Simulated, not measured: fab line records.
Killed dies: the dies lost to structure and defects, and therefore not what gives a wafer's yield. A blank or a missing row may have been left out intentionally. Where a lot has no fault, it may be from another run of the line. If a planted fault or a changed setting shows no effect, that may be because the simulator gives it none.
fab line records | flow sky130
[record] lots = 12 | wafers = 33 | last_day = 50
route steps=708 shown VT_ADJUST_HVTP@89 SONOS_ONO@181 LDD_P@266 SPACER@305
lots that met no fault: from a run of the same line without faults
start_h: hours from the record's first day to the start of the lot's first wafer shown | wait_h: hours elapsed since this lot's preceding step | " repeats the value in the row above | L1.1+2: one row covering several wafers at once | - no value, or no start given | * or withheld: withheld | < > ~ a bound
route shown NAME@n: a module of which the file shows steps, and the number in the route of the first | usual: mean and standard deviation over wafers with no fault | same: alike in all rows | chamber/n: place in a boat | sites: readings site by site | _std_site: standard deviation of those values | _edge_site: inner sites' mean taken away from outer sites' mean | radius_mm: how far each site lies from the wafer's centre | mask NAME#n: copy n | behind: the tool/chamber that last shaped the wafer | hold: why the lot went on hold/how many hours it stayed there/how the hold came to an end | device: the transistor (n, p or np) that didn't switch | end of line: the route-end tests of the same wafers | a step given without rows: its recipe and nothing more | killed: not the wafer's yield, but the dies lost to structure and defects at the first sort | map: a wafer's dies, x killed, . not, _ none there
set.NAME: setting as actually run; set.NAME@STEP: the setting as run at that earlier step | model.NAME: the simulator's own value behind a step, which no gauge read
the route's steps for a sample of lots (tables are steps, rows are wafers)
services: the hour from which a tool's chamber was out of use, counted from the record's first day as start_h (under 0 if before that day), plus the number of hours and why
[[steps]]
[step SKY_VT_ADJUST_HVTP_EXPOSE_04]
[recipe] mask_id = HVTPM | na = 0.6 | source_shape = conventional | sigma_outer = 0.6 | polarization = unpolarized | target_cd_nm = 380 | dose_mj = 140
lot.wafer  | tool             | chamber | start_h | wait_h | mask
L454.2+5+6 | iline_stepper-02 | 0       | 113.17  | -      | HVTPM#0
L455.1+3+4 | iline_stepper-02 | 0       | 119.32  | -      | HVTPM#0
L456.3+4+5 | iline_stepper-02 | 0       | 124.31  | -      | HVTPM#0
L457.4+5+6 | iline_stepper-02 | 0       | 128.51  | -      | HVTPM#0
L462.2+4   | iline_stepper-02 | 0       | 169.73  | -      | HVTPM#0
L463.3+6   | iline_stepper-02 | 0       | 171.49  | -      | HVTPM#0
L464.3+6   | iline_stepper-02 | 0       | 176.69  | -      | HVTPM#0
L470.3+4+6 | iline_stepper-01 | 0       | 215.17  | -      | HVTPM#0
L474.3+5+6 | iline_stepper-01 | 0       | 238.29  | -      | HVTPM#0
L475.2+4+6 | iline_stepper-01 | 0       | 240.29  | -      | HVTPM#0
L476.1+3+4 | iline_stepper-01 | 0       | 247.07  | -      | HVTPM#0
L477.1+3+5 | iline_stepper-02 | 0       | 255.45  | -      | HVTPM#0
[step SKY_VT_ADJUST_HVTP_CD_MEAS_07]
[recipe] target_cd_nm = 380
[usual] cd_nm = 380.4/2.7
lot.wafer | tool      | chamber | start_h | wait_h | cd_nm
L454.2    | cd_sem-01 | -       | 122.17  | 0.1    | 376.1
L454.5    | "         | -       | "       | "      | 376.8
L454.6    | "         | -       | "       | "      | 376.8
L455.1    | cd_sem-01 | -       | 128.75  | 0.1    | 376.5
L455.3    | "         | -       | "       | "      | 378.2
L455.4    | "         | -       | "       | "      | 378.2
L456.3    | cd_sem-02 | -       | 133.20  | 0.1    | 378.4
L456.4    | "         | -       | "       | "      | 380.6
L456.5    | "         | -       | "       | "      | 381.3
L457.4    | cd_sem-01 | -       | 136.95  | 0.2    | 382.3
L457.5    | "         | -       | "       | "      | 381.1
L457.6    | "         | -       | "       | "      | 379.8
L462.2    | cd_sem-01 | -       | 178.47  | 0.1    | 384.7
L462.4    | "         | -       | "       | "      | 355.6
L463.3    | cd_sem-02 | -       | 181.25  | 0.1    | 356.2
L463.6    | "         | -       | "       | "      | 379.8
L464.3    | cd_sem-02 | -       | 187.49  | 0.1    | 353.6
L464.6    | "         | -       | "       | "      | 381.6
L470.3    | cd_sem-02 | -       | 225.56  | 0.1    | 382.2
L470.4    | "         | -       | "       | "      | 383.4
L470.6    | "         | -       | "       | "      | 383.1
L474.3    | cd_sem-01 | -       | 249.71  | 0.1    | 381.5
L474.5    | "         | -       | "       | "      | 382.1
L474.6    | "         | -       | "       | "      | 380.7
L475.2    | cd_sem-01 | -       | 251.72  | 0.1    | 379.5
L475.4    | "         | -       | "       | "      | 379.8
L475.6    | "         | -       | "       | "      | 379.4
L476.1    | cd_sem-02 | -       | 259.00  | 0.1    | 381.6
L476.3    | "         | -       | "       | "      | 380.8
L476.4    | "         | -       | "       | "      | 382.6
L477.1    | cd_sem-01 | -       | 266.80  | 0.1    | 380.9
L477.3    | "         | -       | "       | "      | 382.3
L477.5    | "         | -       | "       | "      | 380.8
[step SKY_SONOS_ONO_CD_MEAS_13]
[recipe] target_cd_nm = 410
[usual] cd_nm = 409.7/2.3
lot.wafer | tool      | chamber | start_h | wait_h | cd_nm
L454.2    | cd_sem-01 | -       | 280.37  | 0.1    | 407.5
L454.5    | "         | -       | "       | "      | 408.1
L454.6    | "         | -       | "       | "      | 408.8
L455.1    | cd_sem-02 | -       | 289.66  | 0.1    | 406.2
L455.3    | "         | -       | "       | "      | 406.1
L455.4    | "         | -       | "       | "      | 404.0
L456.3    | cd_sem-01 | -       | 293.86  | 0.1    | 409.2
L456.4    | "         | -       | "       | "      | 407.9
L456.5    | "         | -       | "       | "      | 408.0
L457.4    | cd_sem-01 | -       | 298.37  | 0.1    | 408.8
L457.5    | "         | -       | "       | "      | 410.3
L457.6    | "         | -       | "       | "      | 409.8
L462.2    | cd_sem-02 | -       | 353.19  | 0.1    | 406.5
L462.4    | "         | -       | "       | "      | 407.3
L463.3    | cd_sem-01 | -       | 356.15  | 0.1    | 409.1
L463.6    | "         | -       | "       | "      | 413.3
L464.3    | cd_sem-01 | -       | 364.76  | 0.1    | 404.6
L464.6    | "         | -       | "       | "      | 406.4
L470.3    | cd_sem-02 | -       | 422.80  | 0.1    | 412.3
L470.4    | "         | -       | "       | "      | 411.3
L470.6    | "         | -       | "       | "      | 410.3
L474.3    | cd_sem-02 | -       | 448.21  | 0.1    | 411.9
L474.5    | "         | -       | "       | "      | 412.1
L474.6    | "         | -       | "       | "      | 411.0
L475.2    | cd_sem-01 | -       | 449.78  | 0.1    | 410.6
L475.4    | "         | -       | "       | "      | 413.1
L475.6    | "         | -       | "       | "      | 410.5
L476.1    | cd_sem-01 | -       | 467.97  | 0.1    | 412.5
L476.3    | "         | -       | "       | "      | 412.7
L476.4    | "         | -       | "       | "      | 411.6
L477.1    | cd_sem-01 | -       | 468.87  | 0.1    | 412.6
L477.3    | "         | -       | "       | "      | 411.3
L477.5    | "         | -       | "       | "      | 411.8
[step SKY_LDD_P_TW_MEAS_11]
[usual] LDD_P_TW = 642/3.4
lot.wafer | tool          | chamber | start_h | wait_h | LDD_P_TW
L454.2    | film_metro-02 | -       | 429.62  | 0.1    | 642
L454.5    | "             | -       | "       | "      | 642
L454.6    | "             | -       | "       | "      | 644
L455.1    | film_metro-03 | -       | 443.26  | 0.1    | 642
L455.3    | "             | -       | "       | "      | 641
L455.4    | "             | -       | "       | "      | 642
L456.3    | film_metro-02 | -       | 451.55  | 0.1    | 638
L456.4    | "             | -       | "       | "      | 637
L456.5    | "             | -       | "       | "      | 641
L457.4    | film_metro-03 | -       | 456.31  | 0.1    | 646
L457.5    | "             | -       | "       | "      | 643
L457.6    | "             | -       | "       | "      | 642
L462.2    | film_metro-02 | -       | 515.44  | 0.1    | 640
L462.4    | "             | -       | "       | "      | 638
L463.3    | film_metro-04 | -       | 517.28  | 0.1    | 633
L463.6    | "             | -       | "       | "      | 637
L464.3    | film_metro-02 | -       | 527.88  | 0.1    | 640
L464.6    | "             | -       | "       | "      | 643
L470.3    | film_metro-02 | -       | 583.23  | 0.1    | 639
L470.4    | "             | -       | "       | "      | 640
L470.6    | "             | -       | "       | "      | 638
L474.3    | film_metro-04 | -       | 608.30  | 0.1    | 644
L474.5    | "             | -       | "       | "      | 644
L474.6    | "             | -       | "       | "      | 645
L475.2    | film_metro-04 | -       | 609.82  | 0.1    | 636
L475.4    | "             | -       | "       | "      | 639
L475.6    | "             | -       | "       | "      | 644
L476.1    | film_metro-02 | -       | 629.58  | 0.1    | 644
L476.3    | "             | -       | "       | "      | 642
L476.4    | "             | -       | "       | "      | 640
L477.1    | film_metro-04 | -       | 632.61  | 0.1    | 639
L477.3    | "             | -       | "       | "      | 637
L477.5    | "             | -       | "       | "      | 637
[step SKY_SPACER_THK_MEAS_01]
[recipe] reads = Si3N4_of_SPACER_CVD_00
[usual] SPACER_CVD_00_THK = 43.1/0.36
lot.wafer | tool          | chamber | start_h | wait_h | SPACER_CVD_00_THK[nm]
L454.2    | film_metro-03 | -       | 524.47  | 0.0    | 42.5
L454.5    | "             | -       | "       | "      | 43.0
L454.6    | "             | -       | "       | "      | 43.0
L455.1    | film_metro-03 | -       | 541.23  | 0.0    | 42.7
L455.3    | "             | -       | "       | "      | 42.6
L455.4    | "             | -       | "       | "      | 42.4
L456.3    | film_metro-04 | -       | 544.98  | 0.0    | 43.3
L456.4    | "             | -       | "       | "      | 43.3
L456.5    | "             | -       | "       | "      | 43.5
L457.4    | film_metro-03 | -       | 549.88  | 0.0    | 42.9
L457.5    | "             | -       | "       | "      | 42.8
L457.6    | "             | -       | "       | "      | 43.0
L462.2    | film_metro-02 | -       | 607.17  | 0.0    | 42.9
L462.4    | "             | -       | "       | "      | 43.3
L463.3    | film_metro-02 | -       | 608.39  | 0.0    | 43.1
L463.6    | "             | -       | "       | "      | 43.0
L464.3    | film_metro-02 | -       | 618.98  | 0.0    | 43.2
L464.6    | "             | -       | "       | "      | 43.1
L470.3    | film_metro-02 | -       | 672.23  | 0.0    | 43.7
L470.4    | "             | -       | "       | "      | 44.0
L470.6    | "             | -       | "       | "      | 43.6
L474.3    | film_metro-04 | -       | 694.70  | 0.0    | 43.5
L474.5    | "             | -       | "       | "      | 43.5
L474.6    | "             | -       | "       | "      | 43.9
L475.2    | film_metro-02 | -       | 696.75  | 0.0    | 42.8
L475.4    | "             | -       | "       | "      | 42.7
L475.6    | "             | -       | "       | "      | 42.6
L476.1    | film_metro-04 | -       | 715.34  | 0.0    | 43.5
L476.3    | "             | -       | "       | "      | 43.6
L476.4    | "             | -       | "       | "      | 43.3
L477.1    | film_metro-04 | -       | 717.11  | 0.0    | 42.3
L477.3    | "             | -       | "       | "      | 42.9
L477.5    | "             | -       | "       | "      | 42.7
[[services]]
tool             | chamber | start_h | hours | kind
iline_stepper-01 | -       | 106.98  | 1.7   | pm
iline_stepper-01 | 0       | 139.57  | -     | calibration
iline_stepper-02 | -       | 139.89  | 2.1   | pm
iline_stepper-02 | -       | 141.97  | -     | consumable_replace:lamp
iline_stepper-02 | -       | 144.69  | 3.6   | repair
iline_stepper-01 | -       | 174.08  | 9.9   | repair
iline_stepper-02 | -       | 239.00  | 1.7   | pm
iline_stepper-01 | -       | 243.43  | 2.1   | pm
iline_stepper-01 | -       | 245.51  | -     | consumable_replace:lamp
[[key]]
[first_sign] step = SKY_VT_ADJUST_HVTP_CD_MEAS_07 | reading = cd_nm | direction = down | sigmas = 9.4 | usual = 380.4 | struck = 355.1
effect none on later readings
met_at SKY_VT_ADJUST_HVTP_EXPOSE_04
struck_lots L462,L463,L464
struck_wafers L462.4,L463.3,L464.3
tester_left_out L462,L463,L464
not_acting_at SKY_SONOS_ONO_CD_MEAS_13,SKY_LDD_P_TW_MEAS_11,SKY_SPACER_THK_MEAS_01
onset_between 128.51 169.73
[fault] kind = process_parameter_drift | tool = iline_stepper-02 | chamber = - | onset_h = 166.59 | steps = SKY_VT_ADJUST_HVTP_EXPOSE_04 | channel = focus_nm | offset = 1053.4 | shape = step | end_h = 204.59 | scope = struck_wafers_only
// tester_left_out: of these lots the tester's yield and bins aren't shown, on N5 and GAA mostly nor the transistor test; their killed dies are dies lost to structure and defects alone, not to doping, threshold or leakage, so they don't give the yield
